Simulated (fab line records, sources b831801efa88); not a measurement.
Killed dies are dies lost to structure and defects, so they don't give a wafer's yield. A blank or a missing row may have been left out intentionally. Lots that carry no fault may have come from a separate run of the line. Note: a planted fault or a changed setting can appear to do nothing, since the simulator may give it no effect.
Matching of chambers    flow gf180mcu    GF_V2_CVD_02 on pecvd-03: 3 sister chambers
The step deposits SiO2 from TEOS, target thk 850 nm, time 94.851 s. 6 wafers are shown with their chamber, then 8 later ones without.

== WAFERS WITH THEIR CHAMBER ==
wafer   chamber  heater_power_w (W)  susceptor_temp_C (C)
L237.2  1        683                 400.05
L237.6  2        721                 400.32
L244.1  0        625                 400.10
L244.2  2        635                 399.78
L244.3  1        673                 399.79
L248.3  0        651                 400.04

== WAFERS MISSING THEIR CHAMBER ==
wafer   heater_power_w (W)  susceptor_temp_C (C)
L248.4  680                 400.20
L248.5  593                 400.02
L251.2  654                 400.46
L251.3  751                 400.01
L251.5  646                 400.19
L253.2  693                 399.85
L253.3  626                 399.97
L253.5  704                 399.94

== EACH ONE'S CHAMBER ==
wafer   from the rows above           in truth
L248.4  can't be placed: 2 or 1 or 0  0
L248.5  can't be placed: 0 or 2 or 1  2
L251.2  can't be placed: 0 or 2 or 1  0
L251.3  can't be placed: 2 or 1 or 0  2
L251.5  can't be placed: 0 or 2 or 1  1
L253.2  can't be placed: 1 or 2 or 0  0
L253.3  can't be placed: 0 or 1 or 2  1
L253.5  can't be placed: 1 or 2 or 0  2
Correctly placed: 0 of 8. These rows do not allow placing 8 (true chamber among the candidates in 8). Number placed wrongly: 0.
How it was worked out, from the rows above alone: a wafer's distance from a chamber is the root of the sum, over the readings, of the square of ((its reading less the chamber's mean) divided by the reading's scatter). The wafer belongs to the nearest chamber; if the next one is less than 2 further off, it can't be placed. The mean given for a chamber averages the wafers shown for that chamber. How the scatter is found: for the shown wafers, subtract from each reading the mean of its chamber, square and add these, divide the total by (wafers less chambers), then take the root.
